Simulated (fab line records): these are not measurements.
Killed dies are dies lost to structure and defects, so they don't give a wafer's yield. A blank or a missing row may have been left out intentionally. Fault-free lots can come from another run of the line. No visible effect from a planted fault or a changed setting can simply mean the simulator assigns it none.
Split-lot study :: flow gf180mcu :: 23 wafers read across 5 lots, on a route 602 steps long

SPLIT DETAILS
At GF_NSD_COAT_02 (resist thk 1000 nm), the setting spin-rpm was moved away from the recipe's 3000 rpm on 7 of the 23 wafers read, by -2.3% to +6.6%. All remaining wafers had this setting at the recipe value.

The reading is taken at the split's own step.

THE READING
NOVOLAK_of_NSD_COAT_02.thk-nm (the simulator's own value, which no gauge read), in nm, at GF_NSD_COAT_02 (resist thk 1000 nm). There is no usual value for it anywhere in the file. Average 1002.0 nm, standard deviation 2.3 nm, over the 16 wafers here run with the recipe.

wafer: L074.1
tool, chamber at the split: litho-track-02, 0
spin-rpm as run, rpm: 3159
against the recipe: +5.3%
NOVOLAK_of_NSD_COAT_02.thk-nm, nm: 978
against lot-mates on the recipe: -21.4

wafer: L074.3
tool, chamber at the split: litho-track-02, 0
spin-rpm as run, rpm: 3159
against the recipe: +5.3%
NOVOLAK_of_NSD_COAT_02.thk-nm, nm: 977.3
against lot-mates on the recipe: -22.1

wafer: L074.4
tool, chamber at the split: litho-track-02, 0
spin-rpm as run, rpm: 3000
against the recipe: recipe
NOVOLAK_of_NSD_COAT_02.thk-nm, nm: 1000
against lot-mates on the recipe: -

wafer: L074.5
tool, chamber at the split: litho-track-02, 0
spin-rpm as run, rpm: 3000
against the recipe: recipe
NOVOLAK_of_NSD_COAT_02.thk-nm, nm: 998.7
against lot-mates on the recipe: -

wafer: L074.6
tool, chamber at the split: litho-track-02, 0
spin-rpm as run, rpm: 3159
against the recipe: +5.3%
NOVOLAK_of_NSD_COAT_02.thk-nm, nm: 975.8
against lot-mates on the recipe: -23.6

wafer: L076.1
tool, chamber at the split: litho-track-04, 0
spin-rpm as run, rpm: 2932
against the recipe: -2.3%
NOVOLAK_of_NSD_COAT_02.thk-nm, nm: 1013
against lot-mates on the recipe: +10.6

wafer: L076.3
tool, chamber at the split: litho-track-04, 0
spin-rpm as run, rpm: 2932
against the recipe: -2.3%
NOVOLAK_of_NSD_COAT_02.thk-nm, nm: 1013
against lot-mates on the recipe: +10.6

wafer: L076.2
tool, chamber at the split: litho-track-04, 0
spin-rpm as run, rpm: 3000
against the recipe: recipe
NOVOLAK_of_NSD_COAT_02.thk-nm, nm: 1005
against lot-mates on the recipe: -

wafer: L076.5
tool, chamber at the split: litho-track-04, 0
spin-rpm as run, rpm: 3000
against the recipe: recipe
NOVOLAK_of_NSD_COAT_02.thk-nm, nm: 1004
against lot-mates on the recipe: -

wafer: L076.6
tool, chamber at the split: litho-track-04, 0
spin-rpm as run, rpm: 3000
against the recipe: recipe
NOVOLAK_of_NSD_COAT_02.thk-nm, nm: 998.2
against lot-mates on the recipe: -

wafer: L078.1
tool, chamber at the split: litho-track-02, 0
spin-rpm as run, rpm: 3000
against the recipe: recipe
NOVOLAK_of_NSD_COAT_02.thk-nm, nm: 1003
against lot-mates on the recipe: -

wafer: L078.2
tool, chamber at the split: litho-track-02, 0
spin-rpm as run, rpm: 3000
against the recipe: recipe
NOVOLAK_of_NSD_COAT_02.thk-nm, nm: 999.7
against lot-mates on the recipe: -

wafer: L078.3
tool, chamber at the split: litho-track-02, 0
spin-rpm as run, rpm: 3000
against the recipe: recipe
NOVOLAK_of_NSD_COAT_02.thk-nm, nm: 998.6
against lot-mates on the recipe: -

wafer: L078.4
tool, chamber at the split: litho-track-02, 0
spin-rpm as run, rpm: 3197
against the recipe: +6.6%
NOVOLAK_of_NSD_COAT_02.thk-nm, nm: 970.8
against lot-mates on the recipe: -29.6

wafer: L078.5
tool, chamber at the split: litho-track-02, 0
spin-rpm as run, rpm: 3197
against the recipe: +6.6%
NOVOLAK_of_NSD_COAT_02.thk-nm, nm: 968.5
against lot-mates on the recipe: -31.9

wafer: L079.1
tool, chamber at the split: litho-track-04, 0
spin-rpm as run, rpm: 3000
against the recipe: recipe
NOVOLAK_of_NSD_COAT_02.thk-nm, nm: 1002
against lot-mates on the recipe: -

wafer: L079.6
tool, chamber at the split: litho-track-04, 0
spin-rpm as run, rpm: 3000
against the recipe: recipe
NOVOLAK_of_NSD_COAT_02.thk-nm, nm: 1002
against lot-mates on the recipe: -

wafer: L079.4
tool, chamber at the split: litho-track-04, 0
spin-rpm as run, rpm: 3000
against the recipe: recipe
NOVOLAK_of_NSD_COAT_02.thk-nm, nm: 1004
against lot-mates on the recipe: -

wafer: L085.1
tool, chamber at the split: litho-track-04, 0
spin-rpm as run, rpm: 3000
against the recipe: recipe
NOVOLAK_of_NSD_COAT_02.thk-nm, nm: 1002
against lot-mates on the recipe: -

wafer: L085.2
tool, chamber at the split: litho-track-04, 0
spin-rpm as run, rpm: 3000
against the recipe: recipe
NOVOLAK_of_NSD_COAT_02.thk-nm, nm: 1002
against lot-mates on the recipe: -

wafer: L085.3
tool, chamber at the split: litho-track-04, 0
spin-rpm as run, rpm: 3000
against the recipe: recipe
NOVOLAK_of_NSD_COAT_02.thk-nm, nm: 1004
against lot-mates on the recipe: -

wafer: L085.4
tool, chamber at the split: litho-track-04, 0
spin-rpm as run, rpm: 3000
against the recipe: recipe
NOVOLAK_of_NSD_COAT_02.thk-nm, nm: 1003
against lot-mates on the recipe: -

wafer: L085.6
tool, chamber at the split: litho-track-04, 0
spin-rpm as run, rpm: 3000
against the recipe: recipe
NOVOLAK_of_NSD_COAT_02.thk-nm, nm: 1006
against lot-mates on the recipe: -

FIT RESULTS
A straight line over all 23 wafers: NOVOLAK_of_NSD_COAT_02.thk-nm changes by -4.83 nm for each +1% of spin-rpm; r = -0.99; the points scatter about the line by 2.1 nm.
The same after taking each lot's own level away (the mean of its wafers on the recipe; 23 wafers): -4.48 nm for each +1%; r = -0.99; scatter 1.8 nm.
The reading moves by 29 nm for the largest change in spin-rpm, on that fit.
The lots' own levels span 999.35 to 1003.40 nm, that is 1.8 times the standard deviation above.
The two slopes are in agreement: the lot-to-lot level therefore moves the slope only a little.
Check: -29.2 nm against its lot-mates is what the line predicts for one of the wafers moved furthest among these (+6.6%) when that wafer is left out of the fit. It came out at -29.6 nm against them.

ADDITIONAL SPLITS CARRIED BY THESE WAFERS
Note: prior to the reading, these wafers also went through further splits. Each is held against what the fit with the lots' levels taken away leaves over:
other split on the same wafers: GF_NWELL_COAT_02 spin-rpm
wafers away from the commonest value: 6
r with NOVOLAK_of_NSD_COAT_02.thk-nm (lot level and that fit taken away): +0.06

other split on the same wafers: GF_MVPSD_STRIP_10 pressure-mtorr
wafers away from the commonest value: 15
r with NOVOLAK_of_NSD_COAT_02.thk-nm (lot level and that fit taken away): -0.13

other split on the same wafers: GF_VT_IMPLANT_IMPLANT_41 energy-kev
wafers away from the commonest value: 6
r with NOVOLAK_of_NSD_COAT_02.thk-nm (lot level and that fit taken away): -0.22

other split on the same wafers: GF_POLY_GATE_COAT_05 resist-thk-nm
wafers away from the commonest value: 8
r with NOVOLAK_of_NSD_COAT_02.thk-nm (lot level and that fit taken away): +0.20

other split on the same wafers: GF_HV_LDD_IMPLANT_21 energy-kev
wafers away from the commonest value: 8
r with NOVOLAK_of_NSD_COAT_02.thk-nm (lot level and that fit taken away): -0.01

other split on the same wafers: GF_HV_LDD_IMPLANT_48 energy-kev
wafers away from the commonest value: 8
r with NOVOLAK_of_NSD_COAT_02.thk-nm (lot level and that fit taken away): +0.17

other split on the same wafers: GF_HV_LDD_CVD_56 temp-c
wafers away from the commonest value: 15
r with NOVOLAK_of_NSD_COAT_02.thk-nm (lot level and that fit taken away): -0.20

THE WHOLE CHAIN: every reading that the file lists as answering this split, in the file's order
step: GF_NSD_COAT_02
what it does: resist thk 1000 nm
reading: NOVOLAK_of_NSD_COAT_02.thk-nm (the simulator's own value, which no gauge read)
change (the file's fit): -4.51 nm for each +1% of the setting
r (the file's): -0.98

step: GF_NSD_STRIP_11
what it does: strips in O2/N2
reading: strip-time-to-endpoint-s
change (the file's fit): withheld for each +1% of the setting
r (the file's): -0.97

FILE'S OWN FIT
NOVOLAK_of_NSD_COAT_02.thk-nm changes by -4.51 nm for each +1% of spin-rpm, r = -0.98.
